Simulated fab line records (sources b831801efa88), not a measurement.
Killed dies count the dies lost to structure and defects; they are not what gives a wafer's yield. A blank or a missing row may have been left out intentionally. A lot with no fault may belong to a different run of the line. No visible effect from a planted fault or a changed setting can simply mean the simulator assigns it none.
What tool caused it? / flow gf180mcu / Sampling: 12 lots, 36 wafers, 3 of 602 route steps

## WHAT THE GAUGES READ, wafer by wafer
GF_MVPSD_TW_MEAS_11.
lot=L851; measured=day 5 07:52; on=film-metro-02; MVPSD_TW=548 549 550
lot=L853; measured=day 5 16:55; on=film-metro-01; MVPSD_TW=557 558 558
lot=L854; measured=day 6 02:12; on=film-metro-03; MVPSD_TW=566 569 564
lot=L855; measured=day 6 05:38; on=film-metro-03; MVPSD_TW=568 566 565
lot=L857; measured=day 6 17:38; on=film-metro-02; MVPSD_TW=551 552 547
lot=L862; measured=day 8 00:12; on=film-metro-02; MVPSD_TW=580 580 578
lot=L863; measured=day 8 07:13; on=film-metro-03; MVPSD_TW=587 591 589
lot=L866; measured=day 9 00:55; on=film-metro-03; MVPSD_TW=567 568 568
lot=L867; measured=day 9 11:02; on=film-metro-03; MVPSD_TW=570 571 572
lot=L869; measured=day 9 16:47; on=film-metro-01; MVPSD_TW=556 557 556
lot=L871; measured=day 10 07:22; on=film-metro-02; MVPSD_TW=548 549 551
lot=L872; measured=day 10 18:01; on=film-metro-02; MVPSD_TW=552 549 548

GF_VT_IMPLANT_RS_MEAS_49: uses a four-point probe to measure.
lot=L851; measured=day 7 21:23; on=film-metro-03; MVPSD_RS (ohm/sq)=1164 1167 1168
lot=L853; measured=day 8 06:51; on=film-metro-02; MVPSD_RS (ohm/sq)=1165 1163 1164
lot=L854; measured=day 8 18:07; on=film-metro-01; MVPSD_RS (ohm/sq)=1165 1167 1167
lot=L855; measured=day 8 22:15; on=film-metro-02; MVPSD_RS (ohm/sq)=1168 1165 1169
lot=L857; measured=day 9 11:13; on=film-metro-01; MVPSD_RS (ohm/sq)=1163 1162 1161
lot=L862; measured=day 10 22:59; on=film-metro-02; MVPSD_RS (ohm/sq)=1065 1060 1063
lot=L863; measured=day 11 06:02; on=film-metro-01; MVPSD_RS (ohm/sq)=1065 1063 1064
lot=L866; measured=day 12 00:51; on=film-metro-02; MVPSD_RS (ohm/sq)=1170 1174 1173
lot=L867; measured=day 12 12:44; on=film-metro-01; MVPSD_RS (ohm/sq)=1161 1165 1164
lot=L869; measured=day 12 20:06; on=film-metro-03; MVPSD_RS (ohm/sq)=1170 1170 1169
lot=L871; measured=day 13 11:11; on=film-metro-02; MVPSD_RS (ohm/sq)=1166 1168 1169
lot=L872; measured=day 14 00:14; on=film-metro-03; MVPSD_RS (ohm/sq)=1166 1171 1168

## TOOL THAT RAN EACH LOT (tool first, then ch and the chambers of the sampled wafers, then the start)
lot=L851; GF_MVPSD_IMPLANT_08=implanter-02 ch 0, day 5 07:28
lot=L853; GF_MVPSD_IMPLANT_08=implanter-04 ch 0, day 5 16:32
lot=L854; GF_MVPSD_IMPLANT_08=implanter-02 ch 0, day 6 01:50
lot=L855; GF_MVPSD_IMPLANT_08=implanter-02 ch 0, day 6 05:15
lot=L857; GF_MVPSD_IMPLANT_08=implanter-02 ch 0, day 6 17:15
lot=L862; GF_MVPSD_IMPLANT_08=implanter-02 ch 0, day 7 23:51
lot=L863; GF_MVPSD_IMPLANT_08=implanter-02 ch 0, day 8 06:49
lot=L866; GF_MVPSD_IMPLANT_08=implanter-04 ch 0, day 9 00:31
lot=L867; GF_MVPSD_IMPLANT_08=implanter-03 ch 0, day 9 10:38
lot=L869; GF_MVPSD_IMPLANT_08=implanter-03 ch 0, day 9 16:24
lot=L871; GF_MVPSD_IMPLANT_08=implanter-04 ch 0, day 10 06:58
lot=L872; GF_MVPSD_IMPLANT_08=implanter-03 ch 0, day 10 17:37
- GF_MVPSD_IMPLANT_08

## AS READ BY THE TOOLS THEMSELVES (means over the sampled wafers that have a number; for cases with no such wafer, the mark the record gives instead)
GF_MVPSD_IMPLANT_08.
lot=L851; tool=implanter-02; beam-energy-keV=170.00; beam-on-s (s)=10.15; dose-ions-cm2=1.5e+13; faraday-current-uA=83.4
lot=L853; tool=implanter-04; beam-energy-keV=169.93; beam-on-s (s)=9.82; dose-ions-cm2=1.5e+13; faraday-current-uA=86.0
lot=L854; tool=implanter-02; beam-energy-keV=170.04; beam-on-s (s)=10.23; dose-ions-cm2=1.5e+13; faraday-current-uA=82.5
lot=L855; tool=implanter-02; beam-energy-keV=170.08; beam-on-s (s)=10.00; dose-ions-cm2=1.5e+13; faraday-current-uA=84.5
lot=L857; tool=implanter-02; beam-energy-keV=170.04; beam-on-s (s)=10.24; dose-ions-cm2=1.5e+13; faraday-current-uA=82.4
lot=L862; tool=implanter-02; beam-energy-keV=169.98; beam-on-s (s)=10.00; dose-ions-cm2=1.8e+13; faraday-current-uA=102.4
lot=L863; tool=implanter-02; beam-energy-keV=170.04; beam-on-s (s)=10.02; dose-ions-cm2=1.8e+13; faraday-current-uA=101.9
lot=L866; tool=implanter-04; beam-energy-keV=169.95; beam-on-s (s)=10.01; dose-ions-cm2=1.5e+13; faraday-current-uA=84.6
lot=L867; tool=implanter-03; beam-energy-keV=169.98; beam-on-s (s)=9.98; dose-ions-cm2=1.5e+13; faraday-current-uA=84.9
lot=L869; tool=implanter-03; beam-energy-keV=169.94; beam-on-s (s)=10.01; dose-ions-cm2=1.5e+13; faraday-current-uA=84.4
lot=L871; tool=implanter-04; beam-energy-keV=169.98; beam-on-s (s)=9.98; dose-ions-cm2=1.5e+13; faraday-current-uA=84.7
lot=L872; tool=implanter-03; beam-energy-keV=170.01; beam-on-s (s)=10.19; dose-ions-cm2=1.5e+13; faraday-current-uA=83.2

## THE ANSWER, worked out from the rows above alone
Rule: what is usual is taken from the lots themselves. The widest of any qualifying gaps counts: lots, ordered by their means at a reading, are off when they make up no more than a third of the lots, leave a main group of 4 or more, and stand apart from it by 3 or more times the standard deviation of that group's means. A main group whose means are all the same, to the digits that the tables above print for the reading, isn't used. Also off: a lot with no number at a reading for which 4 or more lots have one. All remaining lots with rows at the step are treated as sound. Order of review: gauges by route order, followed by the tools' own readings, for which a lot's mean as printed above is used. The first step at which some lot is off is used, and at that step the reading that is off furthest; a lot without a number counts as furthest.
Off: L862, L863, seen at GF_VT_IMPLANT_RS_MEAS_49 (MVPSD_RS). Main group: mean 1167 ohm/sq, sd 2.9.
If a tool, at a process step before that reading, ran all the lots that are off and no sound lot after the first of them, it fits. The gauges at GF_VT_IMPLANT_RS_MEAS_49 aren't tried: what is off there is off at GF_MVPSD_IMPLANT_08 too, on other tools, and a gauge's error can't cause that. One fits: implanter-02 at GF_MVPSD_IMPLANT_08. Its last sound lot is L857 (day 6 17:15), its first lot that is off L862 (day 7 23:51): a fault that began between those two fits.
The tool's own readings at GF_MVPSD_IMPLANT_08 bear it out: on the lots that are off they differ by more than 5 times the standard deviation of the sound lots' means. dose-ions-cm2 reads 1.8e+13 there against 1.5e+13 on the sound lots; faraday-current-uA reads 102.2 there against 84.1 on the sound lots.

## WHAT THE SIMULATOR HAD INSERTED
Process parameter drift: implanter-02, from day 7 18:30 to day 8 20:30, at GF_MVPSD_IMPLANT_08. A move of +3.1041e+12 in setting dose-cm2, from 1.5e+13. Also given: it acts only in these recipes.
Shown lots that were struck: L862, L863. The rule above found the same.
